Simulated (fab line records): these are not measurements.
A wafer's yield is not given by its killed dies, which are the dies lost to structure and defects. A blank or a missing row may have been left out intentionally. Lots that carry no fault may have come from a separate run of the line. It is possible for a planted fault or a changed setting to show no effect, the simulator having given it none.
fab line records	flow gf180mcu
record lots=24	wafers=72	lastDay=34
route steps=602 shown CONTACT@304 M2@363 M3@414 V3@443 MIM@507
lots that met no fault: taken from a fault-free run of the same line
startH: start of the lot's first displayed wafer, in hours after the record's first day	waitH: hours elapsed since this lot's preceding step	" identical to the entry in the row above	L1.1+2: a single row standing in for several wafers	- no value present, or no start provided	* or withheld: withheld	< > ~ a bound
route shown NAME@n: a module of which the file shows steps, and the number in the route of the first	usual: mean/standard deviation taken from wafers without a fault	same: alike in all rows	chamber/n: place in a boat	sites: the reading at each site	_std_site: the values' standard deviation	_edge_site: mean of outer sites minus mean of inner sites	radiusMm: for every site, how far away it sits from the centre of the wafer	mask NAME#n: copy n	behind: tool/chamber where the wafer was last shaped	hold: cause of the lot's hold/its duration in hours/its outcome	device: the transistor (n, p or np) that didn't switch	end of line: tests of these same wafers at the route's end	a step given without rows: its recipe and nothing more	killed: dies lost to structure and defects at the first sort, not the wafer's yield	map: the dies of a wafer, with x for killed, . for not killed, _ for no die there
set.NAME: the setting the step ran with; set.NAME@STEP: the setting that earlier step ran with	model.NAME: the simulator's own value behind a step, which no gauge read
one table for each step of the route and one row for each wafer, over a sample of lots
services: the hour from which a tool's chamber was out of use, counted from the record's first day as startH (under 0 if before that day), plus the number of hours and why
## steps
# step GF_CONTACT_ETCH_17
# recipe chemistry=C4F8/O2/Ar	maskMaterial=KrF	target=SiO2	stopOn=CoSi2	sourceW=1500	biasW=1200	pressureMtorr=40	c4f8FlowSccm=withheld	O2_flow_sccm=6	Ar_flow_sccm=300	timeS=withheld	targetDepthA=8600
# usual chamberPressureMTorr=40.00/0.037	oesProductAu=0.815/0.0047
lot.wafer	tool	chamber	startH	waitH	chamberPressureMTorr	oesProductAu
L074.1	rieDiel-02	1	-	-	40.01	0.818
L074.4	"	2	"	"	40.02	0.816
L074.6	"	0	"	"	39.92	0.818
L075.1	rieDiel-02	1	-	-	39.94	0.814
L075.2	"	3	"	"	40.00	0.826
L075.3	"	2	"	"	40.01	0.816
L076.2	rieDiel-01	2	-	-	39.97	0.812
L076.3	"	1	"	"	40.03	0.819
L076.5	"	2	"	"	39.98	0.818
L077.2	rieDiel-01	3	-	-	40.01	0.819
L077.4	"	1	"	"	39.96	0.818
L077.5	"	0	"	"	40.01	0.818
L078.1	rieDiel-02	0	-	-	39.94	0.815
L078.2	"	1	"	"	39.99	0.815
L078.3	"	2	"	"	39.98	0.820
L079.2	rieDiel-02	2	-	-	40.00	0.808
L079.3	"	0	"	"	39.99	0.818
L079.4	"	3	"	"	39.97	0.817
L081.3	rieDiel-02	3	-	-	40.01	0.808
L081.5	"	0	"	"	39.90	0.822
L081.6	"	3	"	"	39.99	0.814
L080.1	rieDiel-02	0	-	-	39.98	0.808
L080.4	"	2	"	"	40.03	0.815
L080.5	"	1	"	"	39.95	0.811
L082.1	rieDiel-01	3	-	-	40.01	0.818
L082.3	"	2	"	"	40.04	0.822
L082.5	"	3	"	"	40.00	0.816
L084.3	rieDiel-03	1	-	-	39.97	0.818
L084.4	"	2	"	"	39.97	0.828
L084.5	"	0	"	"	40.00	0.817
L083.1	rieDiel-02	2	-	-	40.08	0.815
L083.2	"	3	"	"	40.03	0.819
L083.4	"	2	"	"	40.01	0.824
L085.3	rieDiel-02	3	-	-	39.99	0.816
L085.4	"	2	"	"	40.04	0.805
L085.6	"	1	"	"	40.02	0.823
L086.2	rieDiel-01	0	-	-	39.99	0.817
L086.3	"	1	"	"	39.99	0.817
L086.6	"	2	"	"	40.00	0.817
L087.2	rieDiel-02	2	-	-	39.92	0.810
L087.3	"	1	"	"	39.97	0.812
L087.6	"	3	"	"	40.05	0.815
L088.1	rieDiel-01	0	-	-	40.01	0.815
L088.2	"	3	"	"	40.02	0.810
L088.3	"	1	"	"	40.01	0.814
L090.1	rieDiel-01	1	-	-	40.00	0.813
L090.4	"	2	"	"	39.97	0.818
L090.6	"	2	"	"	39.99	0.819
L089.1	rieDiel-02	2	-	-	40.01	0.810
L089.3	"	1	"	"	40.00	0.819
L089.4	"	3	"	"	40.03	0.815
L091.1	rieDiel-01	1	-	-	40.05	0.822
L091.2	"	3	"	"	40.01	0.805
L091.3	"	0	"	"	40.00	0.813
L092.4	rieDiel-03	2	-	-	39.99	0.809
L092.5	"	1	"	"	39.97	0.816
L092.6	"	2	"	"	40.01	0.820
L093.3	rieDiel-01	0	-	-	40.03	0.814
L093.5	"	0	"	"	40.03	0.809
L093.6	"	3	"	"	39.94	0.806
L094.2	rieDiel-03	2	-	-	39.99	0.805
L094.4	"	3	"	"	39.95	0.814
L094.5	"	2	"	"	39.98	0.808
L095.3	rieDiel-03	1	-	-	39.97	0.805
L095.4	"	3	"	"	39.98	0.814
L095.6	"	1	"	"	40.05	0.814
L097.3	rieDiel-01	2	-	-	40.00	0.820
L097.4	"	1	"	"	40.05	0.817
L097.6	"	2	"	"	39.97	0.821
L096.1	rieDiel-02	1	-	-	39.98	0.811
L096.2	"	0	"	"	40.04	0.815
L096.5	"	3	"	"	39.98	0.809
# step GF_M2_SPUTTER_01
# recipe material=TiN	targetThkNm=30	powerW=6500	timeS=25	chamberPressurePa=0.4
# usual throttleValvePct=30.2/0.89
lot.wafer	tool	chamber	startH	waitH	throttleValvePct
L074.1	pvdSputter-01	-	421.27	0.1	29.3
L074.4	"	-	"	"	31.1
L074.6	"	-	"	"	31.8
L075.1	pvdSputter-03	-	427.19	0.1	29.3
L075.2	"	-	"	"	29.2
L075.3	"	-	"	"	31.7
L076.2	pvdSputter-03	-	443.08	0.1	29.4
L076.3	"	-	"	"	29.0
L076.5	"	-	"	"	29.9
L077.2	pvdSputter-04	-	460.52	0.1	31.1
L077.4	"	-	"	"	30.1
L077.5	"	-	"	"	30.0
L078.1	pvdSputter-04	-	470.15	0.1	29.8
L078.2	"	-	"	"	29.3
L078.3	"	-	"	"	31.2
L079.2	pvdSputter-01	-	485.12	0.1	29.4
L079.3	"	-	"	"	31.0
L079.4	"	-	"	"	29.4
L081.3	pvdSputter-03	-	489.96	0.1	29.9
L081.5	"	-	"	"	28.8
L081.6	"	-	"	"	29.7
L080.1	pvdSputter-04	-	494.82	0.1	31.0
L080.4	"	-	"	"	29.7
L080.5	"	-	"	"	30.3
L082.1	pvdSputter-04	-	502.78	0.1	29.4
L082.3	"	-	"	"	31.0
L082.5	"	-	"	"	29.4
L084.3	pvdSputter-01	-	513.11	0.1	31.4
L084.4	"	-	"	"	29.0
L084.5	"	-	"	"	31.4
L083.1	pvdSputter-04	-	518.58	0.1	29.4
L083.2	"	-	"	"	29.5
L083.4	"	-	"	"	30.1
L085.3	pvdSputter-01	-	527.69	0.1	29.2
L085.4	"	-	"	"	31.4
L085.6	"	-	"	"	29.5
L086.2	pvdSputter-03	-	529.60	0.1	29.1
L086.3	"	-	"	"	29.4
L086.6	"	-	"	"	30.1
L087.2	pvdSputter-04	-	539.92	0.1	29.2
L087.3	"	-	"	"	29.4
L087.6	"	-	"	"	31.2
L088.1	pvdSputter-01	-	549.58	0.1	31.1
L088.2	"	-	"	"	31.4
L088.3	"	-	"	"	29.3
L090.1	pvdSputter-03	-	566.67	0.1	30.0
L090.4	"	-	"	"	29.3
L090.6	"	-	"	"	31.8
L089.1	pvdSputter-01	-	567.63	0.1	29.2
L089.3	"	-	"	"	31.5
L089.4	"	-	"	"	29.3
L091.1	pvdSputter-04	-	572.68	0.1	29.7
L091.2	"	-	"	"	30.0
L091.3	"	-	"	"	30.9
L092.4	pvdSputter-01	-	585.43	0.1	29.4
L092.5	"	-	"	"	30.9
L092.6	"	-	"	"	29.2
L093.3	pvdSputter-04	-	592.90	0.1	29.5
L093.5	"	-	"	"	29.4
L093.6	"	-	"	"	29.5
L094.2	pvdSputter-04	-	594.96	0.1	31.2
L094.4	"	-	"	"	29.6
L094.5	"	-	"	"	29.5
L095.3	pvdSputter-04	-	599.02	0.1	30.0
L095.4	"	-	"	"	29.6
L095.6	"	-	"	"	31.2
L097.3	pvdSputter-04	-	614.78	0.1	30.2
L097.4	"	-	"	"	30.4
L097.6	"	-	"	"	29.7
L096.1	pvdSputter-04	-	617.48	0.1	30.2
L096.2	"	-	"	"	29.8
L096.5	"	-	"	"	30.1
# step GF_M3_RS_MEAS_05
# recipe thkMeasGauge=four-point-probe	reads=TiN_of_M3_SPUTTER_04+Ti_of_M3_SPUTTER_03+AlCu_of_M3_SPUTTER_02+TiN_of_M3_SPUTTER_01+Ti_of_M3_SPUTTER_00
# usual M3_ALCU_RS=0.0698/0.00062
lot.wafer	tool	chamber	startH	waitH	M3_ALCU_RS[ohm/sq]
L074.1	filmMetro-03	-	473.87	0.0	0.0694
L074.4	"	-	"	"	0.0695
L074.6	"	-	"	"	0.0686
L075.1	filmMetro-02	-	479.68	0.0	0.0687
L075.2	"	-	"	"	0.0696
L075.3	"	-	"	"	0.0697
L076.2	filmMetro-03	-	496.02	0.0	0.0702
L076.3	"	-	"	"	0.0706
L076.5	"	-	"	"	0.0704
L077.2	filmMetro-02	-	512.87	0.0	0.0695
L077.4	"	-	"	"	0.0688
L077.5	"	-	"	"	0.0689
L078.1	filmMetro-03	-	522.91	0.0	0.0693
L078.2	"	-	"	"	0.0690
L078.3	"	-	"	"	0.0694
L079.2	filmMetro-02	-	536.95	0.0	0.0701
L079.3	"	-	"	"	0.0697
L079.4	"	-	"	"	0.0702
L081.3	filmMetro-02	-	540.42	0.1	0.0703
L081.5	"	-	"	"	0.0698
L081.6	"	-	"	"	0.0701
L080.1	filmMetro-03	-	545.07	0.0	0.0706
L080.4	"	-	"	"	0.0701
L080.5	"	-	"	"	0.0712
L082.1	filmMetro-03	-	552.47	0.0	0.0699
L082.3	"	-	"	"	0.0700
L082.5	"	-	"	"	0.0701
L084.3	filmMetro-03	-	563.30	0.1	0.0701
L084.4	"	-	"	"	0.0701
L084.5	"	-	"	"	0.0701
L083.1	filmMetro-03	-	568.05	0.0	0.0699
L083.2	"	-	"	"	0.0705
L083.4	"	-	"	"	0.0701
L085.3	filmMetro-03	-	577.13	0.1	0.0703
L085.4	"	-	"	"	0.0705
L085.6	"	-	"	"	0.0703
L086.2	filmMetro-03	-	578.12	0.0	0.0694
L086.3	"	-	"	"	0.0698
L086.6	"	-	"	"	0.0695
L087.2	filmMetro-03	-	588.69	0.1	0.0693
L087.3	"	-	"	"	0.0690
L087.6	"	-	"	"	0.0693
L088.1	filmMetro-03	-	597.08	0.0	0.0694
L088.2	"	-	"	"	0.0697
L088.3	"	-	"	"	0.0701
L090.1	filmMetro-02	-	613.68	0.0	0.0698
L090.4	"	-	"	"	0.0700
L090.6	"	-	"	"	0.0695
L089.1	filmMetro-02	-	614.78	0.0	0.0700
L089.3	"	-	"	"	0.0706
L089.4	"	-	"	"	0.0705
L091.1	filmMetro-03	-	618.63	0.0	0.0691
L091.2	"	-	"	"	0.0704
L091.3	"	-	"	"	0.0696
L092.4	filmMetro-03	-	631.04	0.1	0.0694
L092.5	"	-	"	"	0.0691
L092.6	"	-	"	"	0.0695
L093.3	filmMetro-01	-	638.71	0.1	0.0691
L093.5	"	-	"	"	0.0692
L093.6	"	-	"	"	0.0695
L094.2	filmMetro-01	-	640.87	0.0	0.0694
L094.4	"	-	"	"	0.0699
L094.5	"	-	"	"	0.0700
L095.3	filmMetro-03	-	645.12	0.1	0.0696
L095.4	"	-	"	"	0.0696
L095.6	"	-	"	"	0.0704
L097.3	filmMetro-03	-	659.58	0.1	0.0696
L097.4	"	-	"	"	0.0698
L097.6	"	-	"	"	0.0695
L096.1	filmMetro-03	-	661.28	0.0	0.0696
L096.2	"	-	"	"	0.0691
L096.5	"	-	"	"	0.0690
# step GF_V3_CD_MEAS_14
# recipe targetCdNm=260
# usual cdNm=259.8/1.1
lot.wafer	tool	chamber	startH	waitH	cdNm
L074.1	cdSem-02	-	524.62	0.1	259.4
L074.4	"	-	"	"	259.1
L074.6	"	-	"	"	258.2
L075.1	cdSem-01	-	529.71	0.1	261.5
L075.2	"	-	"	"	261.7
L075.3	"	-	"	"	261.0
L076.2	cdSem-01	-	545.23	0.1	259.5
L076.3	"	-	"	"	258.3
L076.5	"	-	"	"	257.8
L077.2	cdSem-01	-	560.39	0.1	260.9
L077.4	"	-	"	"	260.4
L077.5	"	-	"	"	260.4
L078.1	cdSem-02	-	570.12	0.1	260.0
L078.2	"	-	"	"	260.3
L078.3	"	-	"	"	258.6
L079.2	cdSem-01	-	583.49	0.1	259.8
L079.3	"	-	"	"	259.8
L079.4	"	-	"	"	260.7
L081.3	cdSem-02	-	586.56	0.1	261.0
L081.5	"	-	"	"	259.8
L081.6	"	-	"	"	261.1
L080.1	cdSem-02	-	590.97	0.1	262.1
L080.4	"	-	"	"	260.1
L080.5	"	-	"	"	260.8
L082.1	cdSem-02	-	597.96	0.1	260.3
L082.3	"	-	"	"	262.2
L082.5	"	-	"	"	259.5
L084.3	cdSem-01	-	608.16	0.1	259.7
L084.4	"	-	"	"	258.2
L084.5	"	-	"	"	259.2
L083.1	cdSem-02	-	612.82	0.1	257.8
L083.2	"	-	"	"	258.6
L083.4	"	-	"	"	258.4
L085.3	cdSem-02	-	621.96	0.1	258.3
L085.4	"	-	"	"	258.1
L085.6	"	-	"	"	258.8
L086.2	cdSem-01	-	622.78	0.1	258.9
L086.3	"	-	"	"	259.9
L086.6	"	-	"	"	259.5
L087.2	cdSem-01	-	631.34	0.1	260.0
L087.3	"	-	"	"	258.9
L087.6	"	-	"	"	260.8
L088.1	cdSem-02	-	640.41	0.1	260.0
L088.2	"	-	"	"	261.0
L088.3	"	-	"	"	260.4
L090.1	cdSem-01	-	655.77	0.1	259.7
L090.4	"	-	"	"	258.8
L090.6	"	-	"	"	258.9
L089.1	cdSem-01	-	656.32	0.1	260.2
L089.3	"	-	"	"	260.2
L089.4	"	-	"	"	261.1
L091.1	cdSem-02	-	661.66	0.1	261.7
L091.2	"	-	"	"	261.4
L091.3	"	-	"	"	261.1
L092.4	cdSem-01	-	672.53	0.1	259.8
L092.5	"	-	"	"	260.1
L092.6	"	-	"	"	259.0
L093.3	cdSem-01	-	680.06	0.1	257.9
L093.5	"	-	"	"	258.4
L093.6	"	-	"	"	258.5
L094.2	cdSem-02	-	681.39	0.1	259.4
L094.4	"	-	"	"	260.1
L094.5	"	-	"	"	260.3
L095.3	cdSem-02	-	686.40	0.1	259.8
L095.4	"	-	"	"	258.9
L095.6	"	-	"	"	259.8
L097.3	cdSem-02	-	699.15	0.1	258.4
L097.4	"	-	"	"	258.7
L097.6	"	-	"	"	258.5
L096.1	cdSem-02	-	700.87	0.1	258.8
L096.2	"	-	"	"	260.4
L096.5	"	-	"	"	260.0
# step GF_V3_STRIP_18
# recipe chemistry=O2/N2	powerW=1400	pressureMtorr=1500	platenTempC=250	o2FlowSccm=3000	n2FlowSccm=300	overashFraction=0.5
# usual chamberPressureMTorr=1499.8/1.4	drypumpMotorCurrentA=5.7/0.59	heaterPowerW=336/35	oesProductAu=0.593/0.0048
lot.wafer	tool	chamber	startH	waitH	chamberPressureMTorr	drypumpMotorCurrentA	heaterPowerW	oesProductAu	rfHoursCounterH
L074.1	plasmaAsher-02	1	524.97	-	1498.8	6.5	326	0.598	85
L074.4	"	1	"	"	1501.2	6.5	319	0.594	-
L074.6	"	1	"	"	1499.7	6.4	327	0.599	-
L075.1	plasmaAsher-04	1	529.99	-	1500.3	6.4	399	0.584	9
L075.2	"	0	"	"	1501.7	5.2	350	0.587	9
L075.3	"	0	"	"	1500.2	5.2	361	0.603	-
L076.2	plasmaAsher-04	1	545.49	-	1500.9	6.4	393	0.589	11
L076.3	"	0	"	"	1499.9	5.2	358	0.593	-
L076.5	"	1	"	"	1500.2	6.4	403	0.602	-
L077.2	plasmaAsher-02	0	560.66	-	1500.8	5.6	339	0.601	89
L077.4	"	1	"	"	1503.8	6.4	324	0.593	-
L077.5	"	0	"	"	1500.6	5.6	345	0.589	-
L078.1	plasmaAsher-01	0	570.41	-	1502.1	4.8	319	0.593	78
L078.2	"	1	"	"	1501.6	5.4	281	0.592	78
L078.3	"	0	"	"	1497.0	4.8	317	0.591	-
L079.2	plasmaAsher-01	1	583.76	-	1498.8	5.5	280	0.593	79
L079.3	"	0	"	"	1498.9	4.8	300	0.598	-
L079.4	"	1	"	"	1497.0	5.4	283	0.594	-
L081.3	plasmaAsher-02	1	586.84	-	1501.0	6.5	324	0.593	-
L081.5	"	1	"	"	1498.5	6.4	327	0.594	-
L081.6	"	0	"	"	1500.0	5.6	332	0.593	-
L080.1	plasmaAsher-02	1	591.26	-	1501.9	6.4	326	0.592	92
L080.4	"	1	"	"	1497.4	6.4	324	0.591	-
L080.5	"	0	"	"	1499.7	5.6	340	0.587	-
L082.1	plasmaAsher-02	0	598.24	-	1501.3	5.6	338	0.596	93
L082.3	"	1	"	"	1502.1	6.5	323	0.585	-
L082.5	"	0	"	"	1498.5	5.6	338	0.585	-
L084.3	plasmaAsher-01	1	608.44	-	1500.0	5.5	275	0.587	-
L084.4	"	0	"	"	1499.0	4.8	312	0.593	-
L084.5	"	1	"	"	1499.4	5.4	274	0.589	-
L083.1	plasmaAsher-02	0	613.11	-	1500.0	5.6	341	0.598	94
L083.2	"	1	"	"	1500.4	6.5	322	0.592	94
L083.4	"	1	"	"	1501.2	6.4	320	0.597	-
L085.3	plasmaAsher-04	1	622.24	-	1499.7	6.5	410	0.593	-
L085.4	"	0	"	"	1499.4	5.2	349	0.589	-
L085.6	"	1	"	"	1499.1	6.5	392	0.599	-
L086.2	plasmaAsher-04	1	623.04	-	1500.4	6.4	409	0.596	20
L086.3	"	1	"	"	1501.7	6.4	407	0.606	-
L086.6	"	0	"	"	1500.9	5.2	358	0.600	-
L087.2	plasmaAsher-01	0	631.61	-	1498.8	4.8	315	0.588	84
L087.3	"	1	"	"	1500.4	5.4	281	0.594	-
L087.6	"	1	"	"	1499.8	5.4	280	0.600	-
L088.1	plasmaAsher-02	0	640.69	-	1497.7	5.6	343	0.595	97
L088.2	"	1	"	"	1501.4	6.5	326	0.596	97
L088.3	"	0	"	"	1499.6	5.6	345	0.595	-
L090.1	plasmaAsher-01	1	656.06	-	1501.9	5.5	280	0.592	87
L090.4	"	1	"	"	1501.1	5.4	275	0.595	-
L090.6	"	1	"	"	1499.2	5.4	282	0.583	-
L089.1	plasmaAsher-04	1	656.61	-	1499.0	6.4	401	0.600	22
L089.3	"	1	"	"	1498.4	6.4	404	0.597	-
L089.4	"	0	"	"	1498.1	5.2	354	0.598	-
L091.1	plasmaAsher-02	0	661.94	-	1501.0	5.6	339	0.591	100
L091.2	"	1	"	"	1500.0	6.4	323	0.589	100
L091.3	"	1	"	"	1501.4	6.5	318	0.596	-
L092.4	plasmaAsher-01	0	672.79	-	1497.9	4.8	308	0.588	-
L092.5	"	1	"	"	1498.4	5.5	276	0.597	-
L092.6	"	0	"	"	1499.9	4.8	314	0.589	-
L093.3	plasmaAsher-04	1	680.34	-	1501.3	6.4	403	0.598	-
L093.5	"	0	"	"	1500.8	5.2	359	0.588	-
L093.6	"	1	"	"	1498.9	6.4	400	0.594	-
L094.2	plasmaAsher-02	1	681.66	-	1500.2	6.4	321	0.591	100
L094.4	"	1	"	"	1501.4	6.5	325	0.594	-
L094.5	"	0	"	"	1497.4	5.6	347	0.592	-
L095.3	plasmaAsher-02	1	686.68	-	1497.7	6.4	316	0.595	-
L095.4	"	0	"	"	1497.3	5.6	337	0.589	-
L095.6	"	0	"	"	1498.3	5.6	347	0.587	-
L097.3	plasmaAsher-02	0	699.43	-	1501.6	5.6	341	0.601	-
L097.4	"	1	"	"	1499.3	6.4	312	0.590	-
L097.6	"	1	"	"	1499.5	6.4	313	0.594	-
L096.1	plasmaAsher-04	0	701.16	-	1499.3	5.2	360	0.587	29
L096.2	"	1	"	"	1498.8	6.4	405	0.595	29
L096.5	"	0	"	"	1501.1	5.2	358	0.606	-
# step GF_MIM_SPUTTER_04
# recipe material=TiN	targetThkNm=50	powerW=6500	timeS=41.7	chamberPressurePa=0.4
# usual throttleValvePct=30.2/0.97
lot.wafer	tool	chamber	startH	waitH	throttleValvePct
L074.1	pvdSputter-02	-	575.80	0.0	30.9
L074.4	"	-	"	"	29.8
L074.6	"	-	"	"	30.7
L075.1	pvdSputter-03	-	579.99	0.0	29.8
L075.2	"	-	"	"	29.0
L075.3	"	-	"	"	31.6
L076.2	pvdSputter-02	-	594.74	0.0	30.9
L076.3	"	-	"	"	29.7
L076.5	"	-	"	"	31.0
L077.2	pvdSputter-02	-	608.44	0.0	29.5
L077.4	"	-	"	"	31.2
L077.5	"	-	"	"	32.3
L078.1	pvdSputter-03	-	618.38	0.0	31.6
L078.2	"	-	"	"	29.1
L078.3	"	-	"	"	30.1
L079.2	pvdSputter-04	-	630.60	0.0	29.6
L079.3	"	-	"	"	29.5
L079.4	"	-	"	"	30.3
L081.3	pvdSputter-03	-	632.88	0.0	30.1
L081.5	"	-	"	"	29.2
L081.6	"	-	"	"	29.9
L080.1	pvdSputter-03	-	637.67	0.0	30.0
L080.4	"	-	"	"	29.0
L080.5	"	-	"	"	29.4
L082.1	pvdSputter-02	-	645.15	0.0	29.6
L082.3	"	-	"	"	30.3
L082.5	"	-	"	"	31.0
L084.3	pvdSputter-03	-	653.47	0.0	29.0
L084.4	"	-	"	"	29.3
L084.5	"	-	"	"	29.2
L083.1	pvdSputter-03	-	659.79	0.0	29.1
L083.2	"	-	"	"	31.8
L083.4	"	-	"	"	29.3
L085.3	pvdSputter-02	-	666.96	0.0	30.8
L085.4	"	-	"	"	30.9
L085.6	"	-	"	"	29.8
L086.2	pvdSputter-02	-	667.74	0.0	30.2
L086.3	"	-	"	"	30.6
L086.6	"	-	"	"	30.4
L087.2	pvdSputter-03	-	675.46	0.0	29.4
L087.3	"	-	"	"	31.9
L087.6	"	-	"	"	31.8
L088.1	pvdSputter-03	-	684.64	0.0	31.7
L088.2	"	-	"	"	30.1
L088.3	"	-	"	"	29.3
L090.1	pvdSputter-03	-	699.00	0.0	28.9
L090.4	"	-	"	"	30.0
L090.6	"	-	"	"	31.6
L089.1	pvdSputter-02	-	699.55	0.0	29.5
L089.3	"	-	"	"	31.0
L089.4	"	-	"	"	30.4
L091.1	pvdSputter-04	-	704.79	0.0	30.2
L091.2	"	-	"	"	29.4
L091.3	"	-	"	"	29.6
L092.4	pvdSputter-03	-	715.90	0.0	30.1
L092.5	"	-	"	"	31.8
L092.6	"	-	"	"	30.0
L093.3	pvdSputter-04	-	722.34	0.0	30.9
L093.5	"	-	"	"	31.0
L093.6	"	-	"	"	30.4
L094.2	pvdSputter-03	-	723.64	0.0	31.7
L094.4	"	-	"	"	30.1
L094.5	"	-	"	"	31.9
L095.3	pvdSputter-04	-	730.07	0.0	29.5
L095.4	"	-	"	"	29.8
L095.6	"	-	"	"	29.6
L097.3	pvdSputter-04	-	739.94	0.0	29.9
L097.4	"	-	"	"	29.7
L097.6	"	-	"	"	29.5
L096.1	pvdSputter-04	-	742.18	0.0	29.7
L096.2	"	-	"	"	29.5
L096.5	"	-	"	"	29.6
## services
tool	chamber	startH	hours	kind
rieDiel-01	2	353.22	1.6	repair
pvdSputter-03	-	370.12	13.7	repair
rieDiel-01	0	378.11	6.2	repair
pvdSputter-04	-	426.53	5.5	repair
rieDiel-02	1	449.61	6.0	repair
rieDiel-02	2	449.72	4.2	repair
rieDiel-02	0	455.50	33.4	repair
plasmaAsher-02	-	479.80	4.0	repair
rieDiel-01	0	480.10	12.4	repair
pvdSputter-04	-	491.04	2.2	repair
plasmaAsher-02	-	527.15	0.7	repair
pvdSputter-03	-	533.25	2.2	repair
rieDiel-01	1	536.99	5.5	repair
rieDiel-01	2	552.85	2.5	repair
rieDiel-02	2	562.25	20.6	repair
pvdSputter-04	-	617.91	5.6	repair
pvdSputter-04	-	661.09	8.7	repair
plasmaAsher-02	-	665.75	14.6	pm
rieDiel-02	3	672.21	9.9	repair
rieDiel-01	-	689.84	2.8	pm
rieDiel-01	2	693.54	4.7	repair
pvdSputter-04	-	714.70	1.3	repair
plasmaAsher-02	-	719.14	0.6	repair
plasmaAsher-02	-	733.75	9.0	pm
## key
fault none
